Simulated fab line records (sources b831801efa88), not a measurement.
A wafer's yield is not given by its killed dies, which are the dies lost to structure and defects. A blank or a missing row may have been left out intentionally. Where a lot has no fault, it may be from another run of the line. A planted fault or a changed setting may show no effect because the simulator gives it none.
Split-lot study ; flow sfq line ; on a route of 325 steps: 5 lots, 23 wafers read

THE SPLIT ITSELF
At SFQ_TRILAYER_M3_LITHO_COAT_075 (resist thk 600 nm), the setting spin rpm was moved away from the recipe's 3000 rpm on 7 of the 23 wafers read, by -2.6% to +7.1%. All remaining wafers had this setting at the recipe value.

FROM THE SPLIT ON TO THE READING: in between, the file shows 1 step
- SFQ_TRILAYER_M3_BARC_OPEN_METAL_ETCH_100: etches BARC in O2, target depth 125 nm, time 41.7 s (also split here: bias w)

THE READING
KrF_of_TRILAYER_M3_LITHO_COAT_075.thk nm (the simulator's own value, which no gauge read), in nm, at SFQ_TRILAYER_M3_ETCH_METAL_ETCH_078 (etches Nb in Cl2/Ar, stops on SiO2, target depth 240 nm, time 120 s). The file does not state a usual value for it. Average 383.8 nm, standard deviation 2.9 nm, over the 16 wafers here run with the recipe.

wafer;tool, chamber at the split;spin rpm as run, rpm;against the recipe;KrF_of_TRILAYER_M3_LITHO_COAT_075.thk nm, nm;against lot-mates on the recipe
L074.2;litho track-01, 0;2921;-2.6%;385.6;+6.5
L074.3;litho track-01, 0;3000;recipe;378.8;-
L074.4;litho track-01, 0;3000;recipe;378.3;-
L074.5;litho track-01, 0;3000;recipe;380.3;-
L074.6;litho track-01, 0;2921;-2.6%;386.7;+7.6
L076.2;litho track-01, 0;3000;recipe;382.4;-
L076.3;litho track-01, 0;3000;recipe;382.6;-
L076.4;litho track-01, 0;3000;recipe;381.1;-
L076.5;litho track-01, 0;3000;recipe;384.4;-
L076.6;litho track-01, 0;3000;recipe;383;-
L080.2;litho track-01, 0;3000;recipe;386.6;-
L080.3;litho track-01, 0;3000;recipe;385.6;-
L080.6;litho track-01, 0;3000;recipe;385.8;-
L083.1;litho track-01, 0;3000;recipe;385.2;-
L083.2;litho track-01, 0;3212;+7.1%;367.7;-18.0
L083.4;litho track-01, 0;3212;+7.1%;364.8;-20.9
L083.5;litho track-01, 0;3000;recipe;386.2;-
L083.6;litho track-01, 0;3212;+7.1%;368.9;-16.8
L084.1;litho track-03, 0;3000;recipe;387.8;-
L084.3;litho track-03, 0;3000;recipe;384.6;-
L084.4;litho track-03, 0;2929;-2.4%;391.4;+4.8
L084.5;litho track-03, 0;3000;recipe;387.3;-
L084.6;litho track-03, 0;2929;-2.4%;389.6;+3.0

THE FIT
A straight line over all 23 wafers: KrF_of_TRILAYER_M3_LITHO_COAT_075.thk nm changes by -2.25 nm for each +1% of spin rpm; r = -0.91; the points scatter about the line by 2.9 nm.
The same after taking each lot's own level away (the mean of its wafers on the recipe; 23 wafers): -2.55 nm for each +1%; r = -0.98; scatter 1.3 nm.
The reading moves by 18 nm for the largest change in spin rpm, on that fit.
The span of the lots' own levels, 379.13 to 386.57 nm, comes to 2.6 times the standard deviation stated above.
Thus the slope moves with the lot-to-lot level: the two fits are different.
Check: with one of the wafers moved furthest among these (+7.1%) left out of the fit, the line predicts -18.4 nm for it against its lot-mates. Against them it came out at -18 nm.

THE OTHER SPLITS THESE WAFERS WENT THROUGH
Note: prior to the reading, these wafers also went through further splits. Each is held against what the fit with the lots' levels taken away leaves over:
other split on the same wafers;wafers away from the commonest value;r with KrF_of_TRILAYER_M3_LITHO_COAT_075.thk nm (lot level and that fit taken away)
SFQ_TRILAYER_I2_VIA_BARC_OPEN_VIA_ETCH_096 source w;9;+0.39
SFQ_TRILAYER_I2_VIA_ETCH_VIA_ETCH_070 bias w;8;+0.27
SFQ_TRILAYER_M3_BARC_OPEN_METAL_ETCH_100 bias w;11;+0.17

THE WHOLE CHAIN: every reading that the file lists as answering this split, in the file's order
step;what it does;reading;change (the file's fit);r (the file's)
SFQ_TRILAYER_M3_LITHO_COAT_075;resist thk 600 nm;KrF_of_TRILAYER_M3_LITHO_COAT_075.thk nm (the simulator's own value, which no gauge read);-2.8 nm for each +1% of the setting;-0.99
SFQ_TRILAYER_M3_BARC_OPEN_METAL_ETCH_100;etches BARC in O2, target depth 125 nm, time 41.7 s;KrF_of_TRILAYER_M3_LITHO_COAT_075.thk nm (the simulator's own value, which no gauge read);-2.69 nm for each +1% of the setting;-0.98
SFQ_TRILAYER_M3_ETCH_METAL_ETCH_078;etches Nb in Cl2/Ar, stops on SiO2, target depth 240 nm, time 120 s;KrF_of_TRILAYER_M3_LITHO_COAT_075.thk nm (the simulator's own value, which no gauge read);-2.54 nm for each +1% of the setting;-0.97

FILE'S OWN FIT
KrF_of_TRILAYER_M3_LITHO_COAT_075.thk nm changes by -2.54 nm for each +1% of spin rpm, r = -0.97.
